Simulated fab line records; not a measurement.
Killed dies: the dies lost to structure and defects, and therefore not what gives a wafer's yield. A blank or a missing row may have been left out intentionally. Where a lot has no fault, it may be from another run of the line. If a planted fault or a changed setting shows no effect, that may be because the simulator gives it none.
Which of the tools did it? + flow sky130 + 6 lots (18 wafers sampled), 1 step of a 708-step route

WHAT EACH GAUGE READ, for each wafer
SKY_VT_ADJUST_HVTP_OVL_MEAS_08.
| lot  | measured     | on         | VT_ADJUST_HVTP_OVL (nm) |
|------|--------------|------------|-------------------------|
| L271 | day 6 18:04  | overlay-01 | 2.5 3.6 2.8             |
| L275 | day 7 20:06  | overlay-01 | 0.3 -0.4 -0.2           |
| L280 | day 8 18:33  | overlay-01 | 1.5 2.5 2.9             |
| L284 | day 9 16:46  | overlay-02 | 0.8 1.5 1.3             |
| L289 | day 11 10:15 | overlay-02 | -0.4 -0.9 -0.9          |
| L291 | day 12 09:01 | overlay-01 | 0.2 0.5 -1.0            |

WHAT TOOL EACH LOT RAN ON (gives the tool, then ch and the chambers of the sampled wafers, and finally the start)
Record: no process step prior to these readings.

THE ANSWER, worked out from the rows above alone
Rule: the usual values come from the lots themselves. Put in order of their means at a reading, lots are off if they are a third of the lots or fewer, leave a main group of 4 or more, and stand apart from it by a gap of 3 or more times the standard deviation of the main group's means; of several such gaps the widest counts. If all means in a main group match to the digits the tables above print for the reading, that group is not used. A lot without any number at a reading at which 4 lots or more have one is off too. Any other lot the step has rows for is counted as sound.
None of the lots is off at any reading shown; this tells nothing.

WHAT HAD BEEN PUT IN BY THE SIMULATOR
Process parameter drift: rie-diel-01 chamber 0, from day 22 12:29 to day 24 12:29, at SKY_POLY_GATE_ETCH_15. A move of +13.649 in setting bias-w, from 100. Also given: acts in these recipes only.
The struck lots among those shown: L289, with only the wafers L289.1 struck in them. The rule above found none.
